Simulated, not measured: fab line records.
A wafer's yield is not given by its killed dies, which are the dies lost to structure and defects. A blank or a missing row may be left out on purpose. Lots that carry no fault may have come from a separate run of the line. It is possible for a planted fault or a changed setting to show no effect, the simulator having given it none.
fab line records	flow sky130
record lots=6	wafers=18	last-day=50
route steps=708 shown SONOS_ONO@186 GATE_OXIDE@187 PAD_OPEN@708
lots untouched by any fault: they come from a run of this same line in which no faults occurred
start-h: the number of hours between the record's first day and the start of the first shown wafer of the lot	wait-h: hours from the lot's prior step to this one	" unchanged from the row above	L1.1+2: one row covering several wafers at once	- value missing, or start not given	* or withheld: withheld	< > ~ a bound
route shown NAME@n: a module of which the file shows steps, and the number in the route of the first	usual: the fault-free wafers' mean and standard deviation	same: alike in all rows	chamber/n: place in a boat	sites: each site's reading	_std_site: standard deviation across them	_edge_site: inner sites' mean taken away from outer sites' mean	radius-mm: how far each site lies from the wafer's centre	mask NAME#n: copy n	behind: the most recent tool/chamber to have shaped the wafer	hold: cause of the lot's hold/its duration in hours/its outcome	device: transistor that didn't switch, given as n, p or np	end of line: at the end of the route, the tests of the same wafers	for a step that has no rows: nothing shown but its recipe	killed: dies that structure and defects cost at the first sort, which is not the same as the wafer's yield	map: dies across one wafer; x = killed, . = not, _ = none there
set.NAME: the setting that was run; set.NAME@STEP: the one run at that earlier step	model.NAME: the simulator's own value behind a step, which no gauge read
a table for each step, a row for each wafer; lots at some steps of the route
services: when a tool's chamber went out of use (start-h, in hours from the record's first day, below 0 if earlier), for how many hours, and the reason
## steps
# step SKY_SONOS_ONO_WET_ETCH_18
# recipe chemistry=H3PO4	target-depth-nm=15	target=Si3N4	temp-c=160	time-s=172
# step SKY_GATE_OXIDE_CLEAN_00
# recipe chemistry=SC1/SC2	mix=1:4:20	temp-c=70	time-s=150	dry=n2-spin
# step SKY_GATE_OXIDE_OXIDATION_01
# recipe temp-c=892.8	ambient=O2	stabilise-s=600	purge-s=300	target-thk-a=102.68	ox-time-s=1473
# step SKY_GATE_OXIDE_THK_MEAS_02
# recipe reads=SiO2_of_GATE_OXIDE_OXIDATION_01
# usual GATE_OXIDE_OXIDATION_00_THK=9.51/0.23
lot.wafer	tool	chamber	start-h	wait-h	GATE_OXIDE_OXIDATION_00_THK[nm]
L187.1	film-metro-03	-	290.90	0.0	9.33
L187.4	"	-	"	"	9.22
L187.5	"	-	"	"	9.21
L192.2	film-metro-02	-	359.65	0.0	9.61
L192.3	"	-	"	"	9.56
L192.4	"	-	"	"	9.49
L205.3	film-metro-03	-	450.20	0.0	9.15
L205.4	"	-	"	"	9.61
L205.5	"	-	"	"	9.58
L206.2	film-metro-03	-	457.55	0.0	9.53
L206.4	"	-	"	"	9.36
L206.5	"	-	"	"	9.39
L207.2	film-metro-03	-	462.25	0.1	9.43
L207.3	"	-	"	"	9.45
L207.5	"	-	"	"	9.50
L208.4	film-metro-02	-	470.87	0.0	9.17
L208.5	"	-	"	"	9.15
L208.6	"	-	"	"	9.26
# step SKY_GATE_OXIDE_DEHYDRATE_03
# recipe temp-c=200	time-s=60
# step SKY_GATE_OXIDE_HMDS_04
# recipe prime-time-s=60	prime-temp-c=120
# step SKY_GATE_OXIDE_COAT_05
# recipe resist=NOVOLAK	spin-rpm=3000	resist-thk-nm=1140
# step SKY_GATE_OXIDE_SOFTBAKE_06
# recipe temp-c=90	time-s=60	resist=NOVOLAK
# step SKY_GATE_OXIDE_EXPOSE_07
# recipe mask-id=LVOM	na=0.6	source-shape=conventional	sigma-outer=0.6	polarization=unpolarized	target-cd-nm=600	dose-mj=170
# step SKY_GATE_OXIDE_PEB_08
# recipe temp-c=withheld	time-s=*	resist=NOVOLAK
# step SKY_GATE_OXIDE_DEVELOP_09
# recipe resist=NOVOLAK	developer=TMAH	develop-time-s=60	dev-temp-c=23
# step SKY_GATE_OXIDE_OVL_MEAS_10
# usual GATE_OXIDE_OVL=1.2/1.6
lot.wafer	tool	chamber	start-h	wait-h	GATE_OXIDE_OVL[nm]
L187.1	overlay-02	-	316.08	0.1	2.1
L187.4	"	-	"	"	0.7
L187.5	"	-	"	"	0.4
L192.2	overlay-02	-	387.44	0.1	1.4
L192.3	"	-	"	"	3.4
L192.4	"	-	"	"	1.6
L205.3	overlay-01	-	480.53	0.1	0.3
L205.4	"	-	"	"	2.2
L205.5	"	-	"	"	3.3
L206.2	overlay-02	-	488.29	0.1	-2.6
L206.4	"	-	"	"	2.0
L206.5	"	-	"	"	-2.3
L207.2	overlay-02	-	491.99	0.1	3.7
L207.3	"	-	"	"	5.4
L207.5	"	-	"	"	3.2
L208.4	overlay-01	-	501.53	0.1	0.4
L208.5	"	-	"	"	1.1
L208.6	"	-	"	"	3.0
# step SKY_GATE_OXIDE_IMPLANT_11
# recipe species=B	energy-kev=10	dose-cm2=2.6e+12	tilt-deg=withheld
# usual dose-ions-cm2=2.6006e+12/2.9e+09	faraday-current-uA=14.72/0.28
lot.wafer	tool	chamber	start-h	wait-h	dose-ions-cm2	faraday-current-uA
L187.1	implanter-03	0	316.12	0.0	2.6023e+12	14.97
L187.4	"	0	"	"	2.5976e+12	15.37
L187.5	"	0	"	"	2.6019e+12	15.07
L192.2	implanter-04	0	387.49	0.0	2.6006e+12	14.82
L192.3	"	0	"	"	2.6029e+12	14.49
L192.4	"	0	"	"	2.602e+12	14.68
L205.3	implanter-04	0	480.60	0.1	2.7603e+12	15.46
L205.4	"	0	"	"	2.761e+12	15.84
L205.5	"	0	"	"	2.7604e+12	14.99
L206.2	implanter-04	0	488.34	0.0	2.7603e+12	16.20
L206.4	"	0	"	"	2.7634e+12	14.88
L206.5	"	0	"	"	2.768e+12	15.76
L207.2	implanter-03	0	492.04	0.0	2.5935e+12	14.73
L207.3	"	0	"	"	2.5974e+12	14.95
L207.5	"	0	"	"	2.6013e+12	14.52
L208.4	implanter-02	0	501.62	0.1	2.6037e+12	14.57
L208.5	"	0	"	"	2.6059e+12	14.40
L208.6	"	0	"	"	2.6057e+12	14.80
# step SKY_GATE_OXIDE_WET_ETCH_12
# recipe chemistry=dHF	target-depth-nm=16.8	dry=n2-spin	target=SiO2	dilution=100:1	temp-c=25	time-s=336
# step SKY_GATE_OXIDE_STRIP_13
# recipe chemistry=O2/N2	power-w=1400	pressure-mtorr=1500	platen-temp-c=withheld	o2-flow-sccm=3000	n2-flow-sccm=300	overash-fraction=0.5
# usual drypump-motor-current-A=5.3/0.44	oes-product-au=0.715/0.0047	strip-time-to-endpoint-s=14.21/0.036
lot.wafer	tool	chamber	start-h	wait-h	drypump-motor-current-A	oes-product-au	rf-hours-counter-h	strip-time-to-endpoint-s
L187.1	plasma-asher-01	1	316.38	0.0	4.9	0.717	63	14.24
L187.4	"	1	"	"	4.9	0.725	-	14.16
L187.5	"	1	"	"	4.9	0.715	-	14.19
L192.2	plasma-asher-03	0	387.72	0.0	4.9	0.715	24	14.23
L192.3	"	0	"	"	4.9	0.721	-	14.25
L192.4	"	1	"	"	4.9	0.716	-	14.26
L205.3	plasma-asher-04	1	480.85	0.0	5.2	0.712	-	14.18
L205.4	"	0	"	"	5.7	0.721	-	14.24
L205.5	"	0	"	"	5.7	0.708	-	14.24
L206.2	plasma-asher-03	0	488.59	0.0	4.9	0.714	34	14.23
L206.4	"	1	"	"	4.9	0.723	-	14.21
L206.5	"	1	"	"	4.9	0.714	-	14.21
L207.2	plasma-asher-01	1	492.28	0.0	5.0	0.717	79	14.21
L207.3	"	0	"	"	6.0	0.715	-	14.16
L207.5	"	1	"	"	5.0	0.713	-	14.17
L208.4	plasma-asher-01	0	501.84	0.0	6.0	0.717	-	14.21
L208.5	"	1	"	"	4.9	0.714	-	14.21
L208.6	"	0	"	"	6.0	0.710	-	14.22
# step SKY_GATE_OXIDE_TW_MEAS_14
# usual GATE_OXIDE_TW=225.4/1.3
lot.wafer	tool	chamber	start-h	wait-h	hold	GATE_OXIDE_TW
L187.1	film-metro-04	-	316.48	0.1	-	226.4
L187.4	"	-	"	"	-	227.1
L187.5	"	-	"	"	-	227.9
L192.2	film-metro-02	-	387.83	0.1	-	225.6
L192.3	"	-	"	"	-	225.3
L192.4	"	-	"	"	-	225.1
L205.3	film-metro-04	-	480.94	0.1	await-dispo/0.2h/release	230.0
L205.4	"	-	"	"	await-dispo/0.2h/release	230.7
L205.5	"	-	"	"	await-dispo/0.2h/release	231.1
L205.3	film-metro-04	-	481.16	0.2	-	230.4
L205.4	"	-	"	"	-	229.7
L205.5	"	-	"	"	-	229.5
L206.2	film-metro-03	-	488.70	0.1	-	228.1
L206.4	"	-	"	"	-	228.9
L206.5	"	-	"	"	-	227.1
L207.2	film-metro-03	-	492.39	0.1	-	223.8
L207.3	"	-	"	"	-	225.0
L207.5	"	-	"	"	-	224.5
L208.4	film-metro-02	-	501.94	0.1	-	226.0
L208.5	"	-	"	"	-	226.7
L208.6	"	-	"	"	-	225.8
# step SKY_GATE_OXIDE_CLEAN_15
# recipe chemistry=SC1/SC2	mix=1:4:20	temp-c=70	time-s=150	dry=n2-spin
# step SKY_PAD_OPEN_PROBE_99
# usual killed_at_M0_to_M3=44/7.2	killed_at_M4_up=3.2/1.8	killed-at-contacts=24/5.4	killed-at-front-end=15/4	killed-at-other=0.3/0.56	killed-dies=87/9.2	killed-open=47/7.3	killed-short=39/5.7
# same gross-dies=492	killed-at-back-side=0
lot.wafer	tool	chamber	start-h	wait-h	killed_at_M0_to_M3	killed_at_M4_up	killed-at-contacts	killed-at-front-end	killed-at-other	killed-dies	killed-open	killed-short	model.etest.pfet_01v8_lvt.drive-ua-um	model.etest.pfet_01v8_lvt.off-log10-a-um	model.etest.pfet_01v8_lvt.vt-sat-v	model.etest.pfet_01v8_lvt.vt-v	model.etest.pfet_01v8_lvt.vt-long-v	model.etest.pfet_01v8_mvt.vt-sat-v	model.etest.pfet_01v8_mvt.vt-v	model.etest.pfet_01v8_lvt.body-rise-v
L187.1	prober-02	-	1080.74	0.1	27	4	32	18	0	81	46	35	173.3	-8.809	-0.4399	-0.5295	-0.6472	-0.5567	-0.6435	-0.2068
L187.4	prober-02	-	1080.89	0.2	48	5	26	24	0	103	61	42	172.8	-8.917	-0.4433	-0.5302	-0.6475	-0.5584	-0.643	-0.2072
L187.5	prober-02	-	1080.94	0.2	46	4	22	23	0	95	49	46	171.7	-8.862	-0.4444	-0.5322	-0.6493	-0.563	-0.6456	-0.2061
L192.2	prober-01	-	1132.08	0.1	42	2	16	19	0	79	46	33	178.9	-8.465	-0.4139	-0.5091	-0.6292	-0.5665	-0.652	-0.2053
L192.3	prober-01	-	1132.13	0.2	48	4	26	13	0	91	54	37	176	-8.505	-0.4193	-0.5113	-0.6317	-0.5793	-0.6649	-0.2047
L192.4	prober-01	-	1132.18	0.2	37	6	35	16	1	95	52	43	176.1	-8.6	-0.416	-0.5104	-0.629	-0.5637	-0.6496	-0.2061
L205.3	prober-02	-	1187.48	0.2	37	1	24	21	0	83	47	36	179.6	-8.189	-0.3751	-0.4659	-0.5894	-0.4877	-0.5806	-0.2237
L205.4	prober-02	-	1187.53	0.2	31	2	18	29	0	80	48	31	176.9	-8.146	-0.386	-0.4771	-0.597	-0.4956	-0.5907	-0.2221
L205.5	prober-02	-	1187.58	0.2	39	3	19	18	1	80	49	31	175.8	-8.51	-0.3929	-0.4857	-0.6031	-0.5082	-0.5969	-0.2209
L206.2	prober-01	-	1190.98	0.1	55	1	33	8	0	97	59	38	185.5	-7.989	-0.3521	-0.4482	-0.5708	-0.4468	-0.5388	-0.2217
L206.4	prober-01	-	1191.08	0.2	54	1	29	16	0	100	64	36	184.5	-7.898	-0.3584	-0.4535	-0.5743	-0.4533	-0.5503	-0.2212
L206.5	prober-01	-	1191.13	0.2	48	4	34	15	0	101	61	40	186.5	-8.023	-0.3531	-0.4486	-0.5726	-0.4461	-0.5444	-0.2205
L207.2	prober-02	-	1191.69	0.1	29	2	20	14	1	66	36	30	176.4	-8.53	-0.4252	-0.52	-0.6382	-0.5773	-0.6644	-0.2067
L207.3	prober-02	-	1191.74	0.2	40	7	21	17	0	85	35	50	173.8	-8.644	-0.4269	-0.518	-0.6373	-0.5737	-0.6559	-0.2075
L207.5	prober-02	-	1191.84	0.2	44	0	25	17	0	86	50	36	176.5	-8.686	-0.4241	-0.5172	-0.6333	-0.5746	-0.657	-0.2071
L208.4	prober-01	-	1196.38	0.2	57	2	25	11	1	96	43	51	180.1	-8.427	-0.4026	-0.5015	-0.625	-0.4313	-0.529	-0.2075
L208.5	prober-01	-	1196.43	0.2	44	3	23	19	0	89	51	36	178.1	-8.638	-0.4056	-0.5023	-0.6259	-0.4193	-0.5199	-0.2089
L208.6	prober-01	-	1196.48	0.2	54	1	13	17	0	85	42	41	178.3	-8.383	-0.4033	-0.5013	-0.6228	-0.4257	-0.5265	-0.2093
# killed by level:class
L187.1 LI_CONTACT:geometric-particle:open=11 FIELD_ISO:geometric-particle:open=7 CONTACT:geometric-particle:open=7 LI_CONTACT:geometric-particle:short=6 CONTACT:geometric-particle:short=6 VIA2:geometric-particle:open=6 VIA1:geometric-particle:open=5 POLY_GATE:geometric-particle:short=4
L187.4 VIA3:geometric-particle:open=12 CONTACT:geometric-particle:open=10 VIA1:geometric-particle:open=10 METAL2:geometric-particle:short=8 VIA2:geometric-particle:open=7 FIELD_ISO:geometric-particle:open=6 POLY_GATE:geometric-particle:open=6 FIELD_ISO:geometric-particle:short=5
L187.5 VIA1:geometric-particle:open=15 CONTACT:geometric-particle:open=10 POLY_GATE:geometric-particle:short=8 FIELD_ISO:geometric-particle:short=6 METAL2:geometric-particle:short=6 LOCAL_INTERCONNECT:geometric-particle:short=5 FIELD_ISO:geometric-particle:open=4 VIA1:geometric-particle:short=4
L192.2 FIELD_ISO:geometric-particle:open=7 VIA1:geometric-particle:open=7 CONTACT:geometric-particle:open=7 VIA2:geometric-particle:open=7 METAL2:geometric-particle:short=6 METAL1:geometric-particle:short=5 VIA1:geometric-particle:short=5 METAL3:geometric-particle:short=4
L192.3 CONTACT:geometric-particle:open=14 VIA1:geometric-particle:open=14 VIA1:geometric-particle:short=8 LI_CONTACT:geometric-particle:open=5 VIA2:geometric-particle:open=5 METAL2:geometric-particle:short=5 METAL1:geometric-particle:open=4 FIELD_ISO:geometric-particle:short=3
L192.4 CONTACT:geometric-particle:open=11 VIA1:geometric-particle:open=8 LI_CONTACT:geometric-particle:open=7 LOCAL_INTERCONNECT:geometric-particle:short=7 POLY_GATE:geometric-particle:open=6 METAL1:geometric-particle:short=5 VIA3:geometric-particle:open=5 METAL2:geometric-particle:short=5
L205.3 CONTACT:geometric-particle:open=10 VIA2:geometric-particle:open=8 VIA1:geometric-particle:open=6 FIELD_ISO:geometric-particle:open=5 FIELD_ISO:geometric-particle:short=5 POLY_GATE:geometric-particle:short=5 POLY_GATE:geometric-particle:open=5 CONTACT:geometric-particle:short=5
L205.4 POLY_GATE:geometric-particle:open=10 LI_CONTACT:geometric-particle:open=9 FIELD_ISO:geometric-particle:open=8 VIA2:geometric-particle:open=5 POLY_GATE:geometric-particle:short=5 VIA3:geometric-particle:open=5 VIA1:geometric-particle:open=5 METAL2:geometric-particle:short=5
L205.5 VIA1:geometric-particle:open=10 FIELD_ISO:geometric-particle:open=7 VIA2:geometric-particle:open=6 CONTACT:geometric-particle:open=6 LI_CONTACT:geometric-particle:open=5 VIA1:geometric-particle:short=5 FIELD_ISO:geometric-particle:short=4 METAL1:geometric-particle:short=4
L206.2 VIA1:geometric-particle:open=19 CONTACT:geometric-particle:open=11 LI_CONTACT:geometric-particle:open=9 VIA3:geometric-particle:open=8 METAL2:geometric-particle:short=6 VIA2:geometric-particle:open=5 LI_CONTACT:geometric-particle:short=5 LOCAL_INTERCONNECT:geometric-particle:short=5
L206.4 VIA1:geometric-particle:open=17 CONTACT:geometric-particle:open=13 METAL2:geometric-particle:short=10 LI_CONTACT:geometric-particle:open=9 VIA3:geometric-particle:open=6 CONTACT:geometric-particle:short=5 METAL1:geometric-particle:short=5 VIA2:geometric-particle:open=5
L206.5 VIA1:geometric-particle:open=15 CONTACT:geometric-particle:open=14 VIA2:geometric-particle:open=9 LOCAL_INTERCONNECT:geometric-particle:short=8 LI_CONTACT:geometric-particle:open=5 METAL2:geometric-particle:short=5 FIELD_ISO:geometric-particle:open=3 SPACER:geometric-particle:open=3
L207.2 CONTACT:geometric-particle:open=7 LI_CONTACT:geometric-particle:open=6 VIA1:geometric-particle:open=6 VIA2:geometric-particle:open=5 CONTACT:geometric-particle:short=4 METAL3:geometric-particle:short=4 FIELD_ISO:geometric-particle:short=3 POLY_GATE:geometric-particle:open=3
L207.3 CONTACT:geometric-particle:open=9 VIA3:geometric-particle:open=8 METAL1:geometric-particle:short=7 VIA1:geometric-particle:short=7 LOCAL_INTERCONNECT:geometric-particle:short=6 METAL4:geometric-particle:short=6 POLY_GATE:geometric-particle:short=5 LI_CONTACT:geometric-particle:open=4
L207.5 LI_CONTACT:geometric-particle:open=13 VIA1:geometric-particle:open=13 VIA2:geometric-particle:open=11 LOCAL_INTERCONNECT:geometric-particle:short=5 METAL3:geometric-particle:short=5 SPACER:geometric-particle:short=4 CONTACT:geometric-particle:short=4 VIA3:geometric-particle:short=4
L208.4 METAL1:geometric-particle:short=16 VIA1:geometric-particle:open=12 CONTACT:geometric-particle:open=9 LI_CONTACT:geometric-particle:open=7 VIA3:geometric-particle:open=7 CONTACT:geometric-particle:short=6 METAL2:geometric-particle:short=6 VIA3:geometric-particle:short=6
L208.5 VIA3:geometric-particle:open=13 VIA1:geometric-particle:open=8 FIELD_ISO:geometric-particle:open=6 CONTACT:geometric-particle:open=6 LI_CONTACT:geometric-particle:open=6 CONTACT:geometric-particle:short=6 METAL2:geometric-particle:short=5 VIA3:geometric-particle:short=5
L208.6 VIA1:geometric-particle:open=10 VIA3:geometric-particle:open=10 METAL2:geometric-particle:short=7 VIA1:geometric-particle:short=7 CONTACT:geometric-particle:open=6 METAL1:geometric-particle:short=5 FIELD_ISO:geometric-particle:short=4 CONTACT:geometric-particle:short=4
## services
tool	chamber	start-h	hours	kind
plasma-asher-04	-	301.40	1.2	repair
plasma-asher-03	-	304.46	11.6	repair
implanter-04	-	341.82	0.7	repair
implanter-04	-	351.85	7.4	pm
implanter-02	-	379.07	13.7	pm
plasma-asher-03	-	392.11	6.1	repair
implanter-02	-	400.51	3.2	repair
implanter-03	-	403.18	5.1	repair
implanter-02	-	405.88	5.0	pm
plasma-asher-04	-	421.25	9.0	pm
plasma-asher-04	0	421.25	9.0	vent-cycle
plasma-asher-04	1	421.25	9.0	vent-cycle
plasma-asher-04	-	423.54	0.4	repair
plasma-asher-04	0	430.25	-	clean
plasma-asher-04	1	430.25	-	clean
plasma-asher-01	-	437.62	14.6	pm
plasma-asher-04	-	451.88	13.1	repair
plasma-asher-03	-	453.11	4.3	pm
implanter-02	-	463.37	1.7	repair
plasma-asher-04	-	468.82	4.3	repair
implanter-02	-	473.87	3.5	repair
implanter-03	-	501.11	1.0	repair
## key
first-sign step=SKY_GATE_OXIDE_IMPLANT_11	reading=dose-ions-cm2	direction=up	sigmas=56	usual=*	struck=*
effect step=SKY_GATE_OXIDE_IMPLANT_11	reading=faraday-current-uA	direction=up	sigmas=2.9	usual=14.72	struck=15.52
effect step=SKY_GATE_OXIDE_TW_MEAS_14	reading=visit	direction=added
model-effect step=SKY_PAD_OPEN_PROBE_99	value=etest.pfet_01v8_lvt.drive-ua-um	without=173.8	struck=181.5
met-at SKY_GATE_OXIDE_IMPLANT_11
struck-wafers L205.3,L205.4,L205.5,L206.2,L206.4,L206.5
tester-left-out L205,L206
onset-between 387.49 480.60
fault kind=process-parameter-drift	tool=implanter-04	chamber=-	onset-h=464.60	steps=SKY_GATE_OXIDE_IMPLANT_11	channel=dose-cm2	offset=*	shape=step	end-h=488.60	acts-in=*	stated=*
# tester-left-out: of these lots the tester's yield and bins aren't shown, on N5 and GAA mostly nor the transistor test; their killed dies are dies lost to structure and defects alone, not to doping, threshold or leakage, so they don't give the yield
